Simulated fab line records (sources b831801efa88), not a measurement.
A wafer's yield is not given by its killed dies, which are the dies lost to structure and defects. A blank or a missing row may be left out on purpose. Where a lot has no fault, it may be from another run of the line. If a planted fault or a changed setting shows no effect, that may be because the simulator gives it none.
Problem report in the 8D (eight disciplines) form, filled by code -- flow sfq line -- the parts of the form that need people (team, actions taken, sign-off) are left out

## 1. WHAT IS WRONG
R5_MONX_RS at SFQ_R5_RS_MEAS_933 reads a mean of 9.67 ohm/sq on 9 wafers of 3 lots; wafers without a fault read 7.03 ohm/sq with a standard deviation of 0.079. That puts it +33 standard deviations away from the usual mean.
The step: measures by four-point-probe.
Seen first at day 57 08:44 on film metro-01, wafer L842.2. The record holds 45 wafers of 15 lots with a number at this step. Rule for "out", or "out of limits": more than 4 standard deviations from the usual mean. All remaining wafers that have a number are taken as sound.

## 2. WHAT THIS IS AND IS NOT
question,is,is not
which readings at this step,R5_MONX_RS,-
which lots,"L842, L844, L846","L838, L839, L840, L847, L849, L852, L854, L856, L857, L858, L859, L860"
which wafers of those lots,all that have a number,-
read on which gauges,"film metro-01, film metro-02",-
when,from day 57 08:44,"up to then (9 sound wafers); but 27 sound wafers of L847, L849, L852, L854, L856, L857, L858, L859, L860 came after"

## 3. SUSPECTS, AND WHAT RULES EACH OUT
Counting: a tool at any process step up to the reading remains a suspect when it ran all the lots that are out and ran no sound lot after the first of those.
- the gauge at SFQ_R5_RS_MEAS_933 is ruled out. Those wafers that are out were read across 2 gauges (film metro-01, film metro-02).
- pvd sputter-04 at SFQ_TRILAYER_R5_DEP_SPUTTER_133 (material MoNx, target thk 40 nm, time 66.7 s): ruled out as a lasting fault. Following L842 (day 57 08:39), the first lot on it that is out, the sound lots L859 were run on it.
- pvd sputter-04 at SFQ_TRILAYER_R5_DEP_SPUTTER_134 (material Ti, target thk 5 nm, time 5 s): ruled out as a lasting fault. Following L842 (day 57 08:42), the first lot on it that is out, the sound lots L859 were run on it.
Left after counting: nothing in the record.

## 4. THE CAUSE (what the simulator had put in)
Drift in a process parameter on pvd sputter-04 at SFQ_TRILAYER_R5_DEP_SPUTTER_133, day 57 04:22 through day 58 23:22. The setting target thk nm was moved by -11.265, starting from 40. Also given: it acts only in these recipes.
Counting ruled it out, wrongly: the rule takes a fault to strike every lot that its tool runs from its start on, and this one did not.

## 5. THE EFFECT CHAIN, in route order
One row per reading whose mean, taken over the struck wafers that have a number, lies over 3 standard deviations from the usual. Only readings whose record carries a usual standard deviation are examined. hours: median over the lots of the time between each lot's start at the first step of this table that gives one and its start at this step. sigmas: the change, counted in usual standard deviations.
hours,step,reading,usual,on struck wafers,change,sigmas
0,SFQ_R5_RS_MEAS_933,R5_MONX_RS,7.03 ohm/sq,9.67,+2.64,+33
2,SFQ_R5_THK_MEAS_934,R5_MONX_THK,39.6 nm,28.2,-11.4,-24

## 6. WHAT WOULD HAVE CAUGHT IT SOONER
The first out-of-limits reading at a measuring or inspecting step in this record came at day 57 08:44, 4 hours after the fault's start at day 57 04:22.
Tool readings at SFQ_TRILAYER_R5_DEP_SPUTTER_133 with a usual standard deviation given in the record: none out on any struck wafer, hence no alarm at a limit of 4 standard deviations on them.
